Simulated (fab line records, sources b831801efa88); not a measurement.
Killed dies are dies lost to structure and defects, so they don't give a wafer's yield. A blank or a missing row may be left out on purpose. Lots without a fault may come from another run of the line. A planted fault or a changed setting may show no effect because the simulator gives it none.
Problem report in the 8D (eight disciplines) form, filled by code | flow gf180mcu | the parts of the form that need people (team, actions taken, sign-off) are left out

1. THE PROBLEM
HV_LDD_TW at GF_HV_LDD_TW_MEAS_11 reads a mean of 2226 on 9 wafers of 3 lots; wafers without a fault read 2421 with a standard deviation of 18. That is -11 standard deviations from the usual mean.
First seen on wafer L216.1, day 11 22:01, on film_metro-02. The record holds 39 wafers of 13 lots with a number at this step. Rule for "out", or "out of limits": more than 4 standard deviations from the usual mean. The other wafers with a number count as sound.

2. WHAT IT IS AND WHAT IT IS NOT
question                    | is                           | is not
which readings at this step | HV_LDD_TW                    | -
which lots                  | L216, L217, L219             | L210, L211, L214, L218, L221, L225, L228, L229, L230, L233
which wafers of those lots  | all that have a number       | -
read on which gauges        | film_metro-02, film_metro-03 | film_metro-01
when                        | from day 11 22:01            | up to then (9 sound wafers); but 21 sound wafers of L218, L221, L225, L228, L229, L230, L233 came after

3. SUSPECTS, AND WHAT RULES EACH OUT
Counting: a tool at a process step up to the reading stays a suspect if it ran every lot that is out and no sound lot after the first of them.
- the gauge at GF_HV_LDD_TW_MEAS_11: ruled out. The wafers that are out were read on 2 gauges (film_metro-02, film_metro-03).
- implanter-02 at GF_HV_LDD_IMPLANT_09: ruled out as a lasting fault. Sound lots L229, L230, L233 ran on it after its first lot that is out, L216 (day 11 21:46).
Left after counting: nothing in the record.

4. THE CAUSE (what the simulator had put in)
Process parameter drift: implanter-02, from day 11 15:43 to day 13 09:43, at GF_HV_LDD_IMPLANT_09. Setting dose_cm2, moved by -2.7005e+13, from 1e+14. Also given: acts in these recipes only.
Counting ruled it out, wrongly: the rule takes a fault to strike every lot that its tool runs from its start on, and this one did not.

5. THE CHAIN OF EFFECTS, in route order
Each row: a reading whose mean over the struck wafers that have a number lies more than 3 standard deviations from the usual. Only readings for which the record gives a usual standard deviation are gone through. hours: the time from each lot's start at the first step in this table that gives one to its start at this step, as a median over the lots. sigmas: the change in usual standard deviations.
hours | step                 | reading            | usual | on struck wafers | change | sigmas
0     | GF_HV_LDD_IMPLANT_09 | dose_ions_cm2      | 1e+14 | 7e+13            | -3e+13 | -99 or more
0     | GF_HV_LDD_IMPLANT_09 | faraday_current_uA | 563   | 407              | -156   | -14
0     | GF_HV_LDD_TW_MEAS_11 | HV_LDD_TW          | 2421  | 2226             | -195   | -11
The process steps in it:
- GF_HV_LDD_IMPLANT_09
Later measuring or inspecting steps at which every struck wafer that the step has a row for has a number for every such reading, and none has moved that far: GF_HV_LDD_THK_MEAS_57.

6. WHAT WOULD HAVE CAUGHT IT SOONER
In this record the first reading out of limits at a measuring or inspecting step was taken at day 11 22:01, 6 hours after the fault began at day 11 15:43.
The tool's own readings at GF_HV_LDD_IMPLANT_09 were out on every struck wafer that the step has a row for (dose_ions_cm2, faraday_current_uA): an alarm limit on them would have fired on the first of those.
